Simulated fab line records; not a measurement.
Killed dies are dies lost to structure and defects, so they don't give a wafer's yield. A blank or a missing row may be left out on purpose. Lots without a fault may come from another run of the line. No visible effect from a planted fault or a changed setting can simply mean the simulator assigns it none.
Chamber matching / flow sky130 / SKY_VIA2_CMP_24 on cmp-01 has 4 sister chambers
The step polishes, stops on SiO2, t overpolish 20 s, target thk 0 nm. 4 wafers are shown with their chamber, then 8 later ones without.

WAFERS, EACH WITH ITS CHAMBER
wafer=L419.1; chamber=0; motor-current-A (A)=11.3
wafer=L420.3; chamber=1; motor-current-A (A)=11.1
wafer=L420.6; chamber=2; motor-current-A (A)=10.6
wafer=L421.1; chamber=3; motor-current-A (A)=14.0

WAFERS WITH NO CHAMBER GIVEN
wafer=L421.3; motor-current-A (A)=10.6
wafer=L421.4; motor-current-A (A)=11.3
wafer=L423.4; motor-current-A (A)=10.9
wafer=L423.5; motor-current-A (A)=11.1
wafer=L423.6; motor-current-A (A)=11.8
wafer=L425.3; motor-current-A (A)=11.0
wafer=L425.5; motor-current-A (A)=11.3
wafer=L425.6; motor-current-A (A)=13.9

THE CHAMBER EACH PASSED THROUGH
wafer=L421.3; from the rows above=2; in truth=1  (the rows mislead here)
wafer=L421.4; from the rows above=can't be placed: 0 or 1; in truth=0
wafer=L423.4; from the rows above=can't be placed: 1 or 2 or 0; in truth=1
wafer=L423.5; from the rows above=can't be placed: 1 or 0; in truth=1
wafer=L423.6; from the rows above=can't be placed: 0 or 1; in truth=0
wafer=L425.3; from the rows above=can't be placed: 1 or 0 or 2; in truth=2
wafer=L425.5; from the rows above=can't be placed: 0 or 1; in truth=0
wafer=L425.6; from the rows above=3; in truth=3
Correctly placed: 1 of 8. Not placeable from these rows: 6 (in 6, the candidates include the true chamber). Number placed wrongly: 1.
How it was worked out, from the rows above alone: a wafer's distance from a chamber is the root of the sum, over the readings, of the square of ((its reading less the chamber's mean) divided by the reading's scatter). The wafer belongs to the nearest chamber; if the next one is less than 2 further off, it can't be placed. A chamber's mean is the mean of its shown wafers. The scatter: root of mean squared gap, hidden wafer to nearest shown wafer, with one shown wafer a chamber.
